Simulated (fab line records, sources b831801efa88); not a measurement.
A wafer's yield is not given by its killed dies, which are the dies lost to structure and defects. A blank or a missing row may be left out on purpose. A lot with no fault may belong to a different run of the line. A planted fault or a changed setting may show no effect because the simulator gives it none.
fab line records	flow sky130
record lots=5	wafers=15	lastDay=49
route steps=708 shown POLY_CUT@317 SD_P@320 RES_XHIGH@332 SD_N@342 PAD_OPEN@708
lots that met no fault: from a run of the same line without faults
startH: the number of hours between the record's first day and the start of the first shown wafer of the lot	waitH: hours from the lot's prior step to this one	" unchanged from the row above	L1.1+2: a single row standing in for several wafers	- value missing, or start not given	* or withheld: withheld	< > ~ a bound
route shown NAME@n: names a module that has steps shown in the file, with the first one's number in the route	usual: mean and standard deviation over wafers with no fault	same: alike in all rows	chamber/n: place in a boat	sites: readings site by site	_std_site: the standard deviation of these	_edge_site: mean of outer sites minus mean of inner sites	radiusMm: how far each site lies from the wafer's centre	mask NAME#n: copy n	behind: the last tool/chamber to shape the wafer	hold: what put the lot on hold/how long, in hours/how the hold closed	device: which transistor (n, p or np) failed to switch	end of line: the tests these same wafers got at the end of their route	a step without rows: its recipe alone	killed: count of dies lost to structure and defects at first sort (not the wafer's yield)	map: shows each die of a wafer: x if killed, . if not, _ if none is there
set.NAME: the setting the step ran with; set.NAME@STEP: the setting that earlier step ran with	model.NAME: the simulator's own value behind a step, which no gauge read
lots seen at some steps along the route; tables by step, rows by wafer
services: a tool's chamber out of use, with start hour (startH, from the record's first day; less than 0 if before it), hours out, and reason
## steps
# step SKY_POLY_CUT_ETCH_10
# recipe chemistry=N2/H2	target=BARC	ionEnergyEv=200	sourceW=500	biasW=100	pressureMtorr=30	n2FlowSccm=100	h2FlowSccm=200	stopOn=SiO2	timeS=45.9	targetDepthA=600
# step SKY_POLY_CUT_ETCH_11
# recipe target=Si3N4	chemistry=CF4/CH2F2/Ar	stopOn=poly-Si	sourceW=600	biasW=150	pressureMtorr=40	cf4FlowSccm=40	ch2f2FlowSccm=20	Ar_flow_sccm=150	timeS=42.5	targetDepthA=600
# step SKY_POLY_CUT_STRIP_12
# recipe chemistry=O2/N2	powerW=1400	pressureMtorr=1500	platenTempC=withheld	o2FlowSccm=3000	n2FlowSccm=300	overashFraction=0.5
# step SKY_SD_P_DEHYDRATE_00
# recipe tempC=200	timeS=60
# step SKY_SD_P_HMDS_01
# recipe primeTimeS=60	primeTempC=120
# step SKY_SD_P_COAT_02
# recipe resist=NOVOLAK	spinRpm=3000	resistThkNm=1140
# step SKY_SD_P_SOFTBAKE_03
# recipe tempC=90	timeS=60	resist=NOVOLAK
# step SKY_SD_P_EXPOSE_04
# recipe maskId=PSDM	na=0.6	sourceShape=conventional	sigmaOuter=0.6	polarization=unpolarized	targetCdNm=380	doseMj=138
# step SKY_SD_P_PEB_05
# recipe tempC=withheld	timeS=*	resist=NOVOLAK
# step SKY_SD_P_DEVELOP_06
# recipe resist=NOVOLAK	developer=TMAH	developTimeS=60	devTempC=23
# step SKY_SD_P_IMPLANT_09
# recipe species=BF2	energyKev=20	doseCm2=3e+15	tiltDeg=0
# usual beamEnergyKeV=20.000/0.0064
lot.wafer	tool	chamber	startH	waitH	beamEnergyKeV	model.implant.rpNm	model.implant.drpNm
L137.2	implanter-03	0	670.17	0.0	19.997	17.3	9.746
L137.3	"	0	"	"	19.989	17.3	9.746
L137.4	"	0	"	"	19.983	17.3	9.746
L139.2	implanter-01	0	687.97	0.0	20.005	17.41	9.746
L139.4	"	0	"	"	20.005	17.41	9.746
L139.5	"	0	"	"	20.008	17.41	9.746
L145.3	implanter-01	0	731.06	0.1	25.040	21.12	11.42
L145.4	"	0	"	"	25.042	21.12	11.42
L145.5	"	0	"	"	25.047	21.12	11.42
L146.3	implanter-01	0	743.09	0.1	25.034	20.91	11.42
L146.4	"	0	"	"	25.036	20.91	11.42
L146.6	"	0	"	"	25.029	20.91	11.42
L147.1	implanter-01	0	756.36	0.0	25.045	20.79	11.42
L147.4	"	0	"	"	25.046	20.79	11.42
L147.5	"	0	"	"	25.048	20.79	11.42
# step SKY_SD_P_STRIP_10
# recipe chemistry=O2/N2	powerW=1400	pressureMtorr=1500	platenTempC=withheld	o2FlowSccm=3000	n2FlowSccm=300	overashFraction=0.5
# usual drypumpMotorCurrentA=5.7/0.32	oesProductAu=0.617/0.0046	stripTimeToEndpointS=17.48/0.039
lot.wafer	tool	chamber	startH	waitH	drypumpMotorCurrentA	oesProductAu	rfHoursCounterH	stripTimeToEndpointS
L137.2	plasmaAsher-01	1	670.29	0.1	6.3	0.628	52	17.49
L137.3	"	1	"	"	6.3	0.612	-	17.46
L137.4	"	0	"	"	5.8	0.613	-	17.46
L139.2	plasmaAsher-03	0	688.10	0.1	5.5	0.615	102	17.47
L139.4	"	0	"	"	5.5	0.618	-	17.42
L139.5	"	1	"	"	5.5	0.623	-	17.44
L145.3	plasmaAsher-01	1	731.19	0.1	6.3	0.603	-	18.18
L145.4	"	0	"	"	5.8	0.607	-	18.17
L145.5	"	0	"	"	5.8	0.601	-	18.21
L146.3	plasmaAsher-03	1	743.22	0.1	5.5	0.600	-	18.23
L146.4	"	0	"	"	5.4	0.609	-	18.23
L146.6	"	0	"	"	5.4	0.603	-	18.30
L147.1	plasmaAsher-03	1	756.51	0.1	5.4	0.599	1	18.24
L147.4	"	1	"	"	5.5	0.588	-	18.27
L147.5	"	1	"	"	5.5	0.606	-	18.23
# step SKY_SD_P_TW_MEAS_11
# usual SD_P_TW=2808/36
lot.wafer	tool	chamber	startH	waitH	SD_P_TW
L137.2	filmMetro-01	-	670.40	0.1	2819
L137.3	"	-	"	"	2833
L137.4	"	-	"	"	2831
L139.2	filmMetro-03	-	688.21	0.1	2825
L139.4	"	-	"	"	2825
L139.5	"	-	"	"	2825
L145.3	filmMetro-04	-	731.28	0.1	2949
L145.4	"	-	"	"	2942
L145.5	"	-	"	"	2928
L146.3	filmMetro-04	-	743.31	0.1	2945
L146.4	"	-	"	"	2935
L146.6	"	-	"	"	2934
L147.1	filmMetro-04	-	756.61	0.1	2932
L147.4	"	-	"	"	2930
L147.5	"	-	"	"	2918
# step SKY_RES_XHIGH_DEHYDRATE_00
# recipe tempC=200	timeS=60
# step SKY_RES_XHIGH_HMDS_01
# recipe primeTimeS=60	primeTempC=120
# step SKY_RES_XHIGH_COAT_02
# recipe resist=NOVOLAK	spinRpm=3000	resistThkNm=1140
# step SKY_RES_XHIGH_SOFTBAKE_03
# recipe tempC=90	timeS=60	resist=NOVOLAK
# step SKY_RES_XHIGH_EXPOSE_04
# recipe maskId=URPM	na=0.6	sourceShape=conventional	sigmaOuter=0.6	polarization=unpolarized	targetCdNm=1270	doseMj=140
# step SKY_RES_XHIGH_PEB_05
# recipe tempC=withheld	timeS=*	resist=NOVOLAK
# step SKY_RES_XHIGH_DEVELOP_06
# recipe resist=NOVOLAK	developer=TMAH	developTimeS=60	devTempC=23
# step SKY_RES_XHIGH_IMPLANT_07
# recipe species=BF2	energyKev=20	doseCm2=3.6e+14	tiltDeg=0
# step SKY_RES_XHIGH_STRIP_08
# recipe chemistry=O2/N2	powerW=1400	pressureMtorr=1500	platenTempC=withheld	o2FlowSccm=3000	n2FlowSccm=300	overashFraction=0.5
# step SKY_SD_N_DEHYDRATE_00
# recipe tempC=200	timeS=60
# step SKY_SD_N_HMDS_01
# recipe primeTimeS=60	primeTempC=120
# step SKY_SD_N_COAT_02
# recipe resist=NOVOLAK	spinRpm=3000	resistThkNm=1140
# step SKY_SD_N_SOFTBAKE_03
# recipe tempC=90	timeS=60	resist=NOVOLAK
# step SKY_SD_N_EXPOSE_04
# recipe maskId=NSDM	na=0.6	sourceShape=conventional	sigmaOuter=0.6	polarization=unpolarized	targetCdNm=380	doseMj=141
# step SKY_SD_N_PEB_05
# recipe tempC=withheld	timeS=*	resist=NOVOLAK
# step SKY_SD_N_DEVELOP_06
# recipe resist=NOVOLAK	developer=TMAH	developTimeS=60	devTempC=23
# step SKY_SD_N_IMPLANT_09
# recipe species=As	energyKev=50	doseCm2=4e+15	tiltDeg=0
# step SKY_SD_N_IMPLANT_10
# recipe species=P	energyKev=20	doseCm2=1e+14	tiltDeg=0
# step SKY_SD_N_STRIP_11
# recipe chemistry=O2/N2	powerW=1400	pressureMtorr=1500	platenTempC=withheld	o2FlowSccm=3000	n2FlowSccm=300	overashFraction=0.5
# step SKY_SD_N_CLEAN_13
# recipe chemistry=SC1/SC2	mix=1:4:20	tempC=70	timeS=150	dry=n2Spin
# step SKY_SD_N_RTA_14
# recipe tempC=1075	timeS=2	idleTempC=650	rampUpCPerS=150	rampDownCPerS=90	ambient=N2
# step SKY_SD_N_RS_MEAS_17
# recipe thkMeasGauge=four-point-probe
# usual SD_P_RS=147.1/0.39
lot.wafer	tool	chamber	startH	waitH	SD_P_RS[ohm/sq]
L137.2	filmMetro-04	-	726.93	0.1	146.8
L137.3	"	-	"	"	147.4
L137.4	"	-	"	"	146.9
L139.2	filmMetro-03	-	743.83	0.1	147.0
L139.4	"	-	"	"	147.2
L139.5	"	-	"	"	147.3
L145.3	filmMetro-03	-	786.10	0.1	132.3
L145.4	"	-	"	"	132.1
L145.5	"	-	"	"	132.2
L146.3	filmMetro-01	-	797.25	0.1	132.0
L146.4	"	-	"	"	132.1
L146.6	"	-	"	"	131.2
L147.1	filmMetro-03	-	810.61	0.1	131.7
L147.4	"	-	"	"	132.2
L147.5	"	-	"	"	131.9
# step SKY_PAD_OPEN_PROBE_99
# usual killed_at_M0_to_M3=44/7.1	killed_at_M4_up=3.0/1.9	killedAtContacts=25/5.6	killedAtFrontEnd=14/4.1	killedAtOther=0.2/0.44	killedDies=86/9.1	killedOpen=47/7.4	killedShort=39/5.7
# same grossDies=492	killedAtBackSide=0
lot.wafer	tool	chamber	startH	waitH	killed_at_M0_to_M3	killed_at_M4_up	killedAtContacts	killedAtFrontEnd	killedAtOther	killedDies	killedOpen	killedShort	model.etest.pfet_01v8.rOnOhmUm	model.etest.resPdiff.lineOhmUm	model.etest.resPdiffHv.rsOhmSq	model.etest.resPdiff.rsOhmSq	model.etest.pfet_01v8.driveUaUm	model.etest.sramPfetLatch.driveUaUm	model.etest.pfet_01v8_hvt.driveUaUm	model.etest.pfet_01v8.offLog10AUm
L137.2	prober-02	-	1129.03	0.1	29	3	22	13	0	67	35	32	3053	1389	194.2	199.6	180.3	128.9	134	-10.37
L137.3	prober-02	-	1129.08	0.2	46	5	27	11	0	89	55	34	3036	1392	194	198	181.7	132.9	134.7	-10.57
L137.4	prober-02	-	1129.13	0.2	44	3	19	14	0	80	52	28	2976	1388	193.7	198.3	185.4	138.1	137.7	-10.26
L139.2	prober-02	-	1143.25	0.1	48	2	28	12	0	90	44	46	2987	1382	191.9	199.6	183	133.4	135.9	-10.4
L139.4	prober-02	-	1143.35	0.2	48	3	32	3	1	87	45	42	3012	1394	191.2	197.8	183	133.7	135.3	-10.16
L139.5	prober-02	-	1143.40	0.2	46	2	28	15	0	91	51	40	2911	1409	191.9	199.7	189.2	144.1	143.1	-10.02
L145.3	prober-01	-	1170.52	0.2	41	5	15	17	0	78	42	36	2868	1263	170.6	179.1	195.2	145.5	147.5	-9.547
L145.4	prober-01	-	1170.57	0.2	38	4	24	8	0	74	42	32	2844	1263	172	178.8	196	145.8	145.5	-9.621
L145.5	prober-01	-	1170.62	0.2	49	3	15	9	0	76	34	42	2885	1241	172	180.8	194.5	146.3	145.2	-9.532
L146.3	prober-02	-	1174.70	0.2	45	1	20	13	0	79	41	38	2709	1238	171.7	179.5	212.8	158.6	157.6	-8.853
L146.4	prober-02	-	1174.75	0.2	50	1	26	11	0	88	42	46	2763	1235	171.6	179	204.5	148.1	152.3	-8.955
L146.6	prober-02	-	1174.85	0.2	40	5	22	11	2	80	48	32	2664	1279	169.8	179.3	212.7	155.9	158.6	-8.604
L147.1	prober-01	-	1184.05	0.1	48	5	24	12	0	89	46	43	2845	1255	172.6	181.8	199	148.2	149.3	-9.188
L147.4	prober-01	-	1184.20	0.2	47	4	29	14	0	94	63	31	2813	1264	173.5	182.8	196.6	149.5	147.5	-9.675
L147.5	prober-01	-	1184.25	0.2	39	0	31	9	0	79	47	32	2794	1278	173.7	179.9	201.5	154.8	150.1	-9.362
# killed by level:class
L137.2 VIA1:geometricParticle:open=8 CONTACT:geometricParticle:open=6 FIELD_ISO:geometricParticle:short=5 LI_CONTACT:geometricParticle:open=5 VIA2:geometricParticle:open=5 VIA3:geometricParticle:open=5 LOCAL_INTERCONNECT:geometricParticle:short=4 CONTACT:geometricParticle:short=4
L137.3 VIA1:geometricParticle:open=13 LI_CONTACT:geometricParticle:open=10 CONTACT:geometricParticle:open=9 VIA2:geometricParticle:open=8 VIA3:geometricParticle:open=7 METAL1:geometricParticle:short=6 POLY_GATE:geometricParticle:open=4 LOCAL_INTERCONNECT:geometricParticle:short=4
L137.4 VIA1:geometricParticle:open=10 VIA3:geometricParticle:open=9 LI_CONTACT:geometricParticle:open=8 CONTACT:geometricParticle:open=6 METAL2:geometricParticle:short=5 VIA2:geometricParticle:open=5 FIELD_ISO:geometricParticle:open=4 VIA3:geometricParticle:short=4
L139.2 CONTACT:geometricParticle:open=9 VIA3:geometricParticle:open=8 LI_CONTACT:geometricParticle:open=7 CONTACT:geometricParticle:short=6 VIA1:geometricParticle:open=6 METAL2:geometricParticle:short=6 VIA2:geometricParticle:open=6 LOCAL_INTERCONNECT:geometricParticle:short=5
L139.4 LI_CONTACT:geometricParticle:open=10 CONTACT:geometricParticle:open=10 METAL2:geometricParticle:short=8 VIA3:geometricParticle:open=8 VIA1:geometricParticle:short=6 VIA1:geometricParticle:open=6 VIA2:geometricParticle:short=5 LOCAL_INTERCONNECT:geometricParticle:short=5
L139.5 VIA1:geometricParticle:open=14 CONTACT:geometricParticle:open=9 VIA2:geometricParticle:open=8 CONTACT:geometricParticle:short=7 FIELD_ISO:geometricParticle:open=5 LI_CONTACT:geometricParticle:open=5 VIA1:geometricParticle:short=5 FIELD_ISO:geometricParticle:short=4
L145.3 VIA1:geometricParticle:open=9 VIA1:geometricParticle:short=8 FIELD_ISO:geometricParticle:open=7 VIA3:geometricParticle:open=6 CONTACT:geometricParticle:open=5 FIELD_ISO:geometricParticle:short=4 LI_CONTACT:geometricParticle:open=4 VIA2:geometricParticle:open=4
L145.4 CONTACT:geometricParticle:open=11 VIA1:geometricParticle:open=9 METAL2:geometricParticle:short=6 VIA2:geometricParticle:open=5 LOCAL_INTERCONNECT:geometricParticle:short=4 VIA3:geometricParticle:open=4 FIELD_ISO:geometricParticle:short=3 LI_CONTACT:geometricParticle:open=3
L145.5 VIA1:geometricParticle:open=9 METAL1:geometricParticle:short=8 VIA1:geometricParticle:short=6 METAL3:geometricParticle:short=6 CONTACT:geometricParticle:open=5 VIA3:geometricParticle:open=5 LI_CONTACT:geometricParticle:open=4 METAL2:geometricParticle:short=4
L146.3 LI_CONTACT:geometricParticle:open=9 VIA1:geometricParticle:open=9 METAL2:geometricParticle:short=6 VIA1:geometricParticle:short=6 METAL3:geometricParticle:short=6 VIA3:geometricParticle:open=6 CONTACT:geometricParticle:open=5 VIA2:geometricParticle:open=5
L146.4 CONTACT:geometricParticle:open=10 VIA1:geometricParticle:open=10 VIA3:geometricParticle:open=8 CONTACT:geometricParticle:short=7 METAL1:geometricParticle:short=7 VIA1:geometricParticle:short=6 LI_CONTACT:geometricParticle:short=5 METAL2:geometricParticle:short=5
L146.6 VIA1:geometricParticle:open=12 LI_CONTACT:geometricParticle:open=8 VIA2:geometricParticle:open=8 VIA3:geometricParticle:open=7 CONTACT:geometricParticle:open=7 METAL4:geometricParticle:short=5 POLY_GATE:geometricParticle:short=3 LOCAL_INTERCONNECT:geometricParticle:short=3
L147.1 VIA1:geometricParticle:open=10 CONTACT:geometricParticle:open=9 CONTACT:geometricParticle:short=7 VIA1:geometricParticle:short=7 VIA2:geometricParticle:open=7 METAL1:geometricParticle:short=6 VIA3:geometricParticle:open=6 FIELD_ISO:geometricParticle:open=5
L147.4 VIA1:geometricParticle:open=13 CONTACT:geometricParticle:open=12 LI_CONTACT:geometricParticle:open=9 VIA2:geometricParticle:open=7 POLY_GATE:geometricParticle:open=5 VIA3:geometricParticle:open=5 VIA1:geometricParticle:short=5 METAL2:geometricParticle:short=5
L147.5 VIA1:geometricParticle:open=11 CONTACT:geometricParticle:open=10 CONTACT:geometricParticle:short=9 LI_CONTACT:geometricParticle:open=7 VIA3:geometricParticle:open=6 VIA2:geometricParticle:open=5 FIELD_ISO:geometricParticle:short=4 VIA1:geometricParticle:short=4
## services
tool	chamber	startH	hours	kind
implanter-01	-	651.90	1.8	repair
implanter-01	-	702.33	4.0	pm
plasmaAsher-01	-	714.56	1.7	repair
plasmaAsher-03	-	733.84	9.0	pm
plasmaAsher-03	0	733.84	9.0	ventCycle
plasmaAsher-03	1	733.84	9.0	ventCycle
plasmaAsher-03	0	742.84	-	clean
plasmaAsher-03	1	742.84	-	clean
## key
firstSign step=SKY_SD_P_IMPLANT_09	reading=beamEnergyKeV	direction=up	sigmas=99+	usual=*	struck=*
effect step=SKY_SD_P_STRIP_10	reading=stripTimeToEndpointS	direction=up	sigmas=19	usual=*	struck=*
effect step=SKY_SD_P_TW_MEAS_11	reading=SD_P_TW	direction=up	sigmas=3.6	usual=2808	struck=2935
effect step=SKY_SD_N_RS_MEAS_17	reading=SD_P_RS	direction=down	sigmas=39	usual=147.1	struck=132.0
modelEffect step=SKY_SD_P_IMPLANT_09	value=implant.rpNm	without=17.52	struck=20.94
modelEffect step=SKY_PAD_OPEN_PROBE_99	value=etest.pfet_01v8.rOnOhmUm	without=2931	struck=2798
metAt SKY_SD_P_IMPLANT_09
struckWafers L145.3,L145.4,L145.5,L146.3,L146.4,L146.6,L147.1,L147.4,L147.5
testerLeftOut L145,L146,L147
onsetBetween 687.97 731.06
fault kind=processParameterDrift	tool=implanter-01	chamber=-	onsetH=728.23	steps=SKY_SD_P_IMPLANT_09	channel=energyKev	offset=*	shape=step	endH=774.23	actsIn=*	stated=*
# testerLeftOut: of these lots the tester's yield and bins aren't shown, on N5 and GAA mostly nor the transistor test; their killed dies are dies lost to structure and defects alone, not to doping, threshold or leakage, so they don't give the yield
